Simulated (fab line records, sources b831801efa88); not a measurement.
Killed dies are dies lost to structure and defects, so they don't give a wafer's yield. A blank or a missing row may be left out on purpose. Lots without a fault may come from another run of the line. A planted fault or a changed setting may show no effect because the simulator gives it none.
Which tool did it? | flow sfq_line | 14 lots, 42 wafers sampled, at 2 steps of a route of 325

WHAT THE GAUGES READ, wafer by wafer
SFQ_M1_RS_MEAS_909: measures by four-point-probe. Usual: M1_NB_RS 0.893 ohm/sq, standard deviation 0.0095.
lot  | measured     | on            | M1_NB_RS (ohm/sq)                   | flag
L729 | day 8 12:31  | film_metro-03 | 0.899 0.900 0.890                   |
L730 | day 8 22:08  | film_metro-03 | 0.891 0.881 0.878                   |
L731 | day 9 01:43  | film_metro-04 | 0.889 0.899 0.905                   |
L732 | day 9 15:28  | film_metro-03 | 0.893 0.887 0.901                   |
L733 | day 9 22:41  | film_metro-01 | 0.892 0.883 0.891                   |
L734 | day 10 03:28 | film_metro-04 | 0.896 0.901 0.906                   |
L735 | day 10 13:48 | film_metro-04 | 0.908 0.912 0.906                   |
L738 | day 11 05:24 | film_metro-04 | 1.925 1.993 2.006 1.924 1.999 2.010 | OFF
L739 | day 12 00:38 | film_metro-03 | 1.964 1.902 1.959 1.961 1.904 1.954 | OFF
L745 | day 14 03:19 | film_metro-03 | 0.876 0.882 0.885                   |
L747 | day 14 14:07 | film_metro-01 | 0.892 0.899 0.890                   |
L748 | day 15 00:56 | film_metro-03 | 0.893 0.888 0.883                   |
L751 | day 16 00:29 | film_metro-01 | 0.890 0.891 0.903                   |
L752 | day 16 04:05 | film_metro-01 | 0.884 0.888 0.869                   |

WHICH TOOL RAN EACH LOT (tool, then ch and the chambers of the sampled wafers, then the start)
lot  | SFQ_TRILAYER_M1_DEP_SPUTTER_037
L729 | pvd_sputter-06, day 8 12:25
L730 | pvd_sputter-05, day 8 22:01
L731 | pvd_sputter-04, day 9 01:37
L732 | pvd_sputter-04, day 9 15:22
L733 | pvd_sputter-06, day 9 22:34
L734 | pvd_sputter-06, day 10 03:22
L735 | pvd_sputter-05, day 10 13:43
L738 | pvd_sputter-05, day 11 05:19
L739 | pvd_sputter-05, day 12 00:31
L745 | pvd_sputter-04, day 14 03:13
L747 | pvd_sputter-05, day 14 14:01
L748 | pvd_sputter-04, day 15 00:49
L751 | pvd_sputter-05, day 16 00:23
L752 | pvd_sputter-05, day 16 03:59
- SFQ_TRILAYER_M1_DEP_SPUTTER_037: material Nb, target thk 200 nm, time 133.3 s.

WHAT THE TOOLS THEMSELVES READ (means of the sampled wafers that have a number; where no wafer has one, the mark that the record gives instead)
SFQ_TRILAYER_M1_DEP_SPUTTER_037. Usual: throttle_valve_pct 29.9 %, standard deviation 0.92.
lot  | tool           | throttle_valve_pct (%) | flag
L729 | pvd_sputter-06 | 29.4                   |
L730 | pvd_sputter-05 | 30.8                   |
L731 | pvd_sputter-04 | 30.0                   |
L732 | pvd_sputter-04 | 29.2                   |
L733 | pvd_sputter-06 | 29.5                   |
L734 | pvd_sputter-06 | 29.1                   |
L735 | pvd_sputter-05 | 31.4                   |
L738 | pvd_sputter-05 | 30.5                   |
L739 | pvd_sputter-05 | 30.4                   |
L745 | pvd_sputter-04 | 29.8                   |
L747 | pvd_sputter-05 | 30.7                   |
L748 | pvd_sputter-04 | 28.9                   |
L751 | pvd_sputter-05 | 30.3                   |
L752 | pvd_sputter-05 | 30.2                   |

THE ANSWER, worked out from the rows above alone
Rule: a lot is off if the mean of its wafers that have a number lies more than 3 standard deviations from the usual mean. A lot without any number at a reading at which 4 lots or more have one is off too. The other lots that the step has rows for count as sound. The gauges are gone through in route order, then the tools' own readings, and for those a lot's mean is taken as printed above. The first step at which some lot is off is used, and at that step the reading that is off furthest; a lot without a number counts as furthest.
Off: L738, L739, at SFQ_M1_RS_MEAS_909 (M1_NB_RS).
A tool fits if, at a process step before that reading, it ran every lot that is off, and no sound lot after the first of them. The gauges at SFQ_M1_RS_MEAS_909 are tried like those tools. None of those tried fits.

WHAT THE SIMULATOR HAD PUT IN
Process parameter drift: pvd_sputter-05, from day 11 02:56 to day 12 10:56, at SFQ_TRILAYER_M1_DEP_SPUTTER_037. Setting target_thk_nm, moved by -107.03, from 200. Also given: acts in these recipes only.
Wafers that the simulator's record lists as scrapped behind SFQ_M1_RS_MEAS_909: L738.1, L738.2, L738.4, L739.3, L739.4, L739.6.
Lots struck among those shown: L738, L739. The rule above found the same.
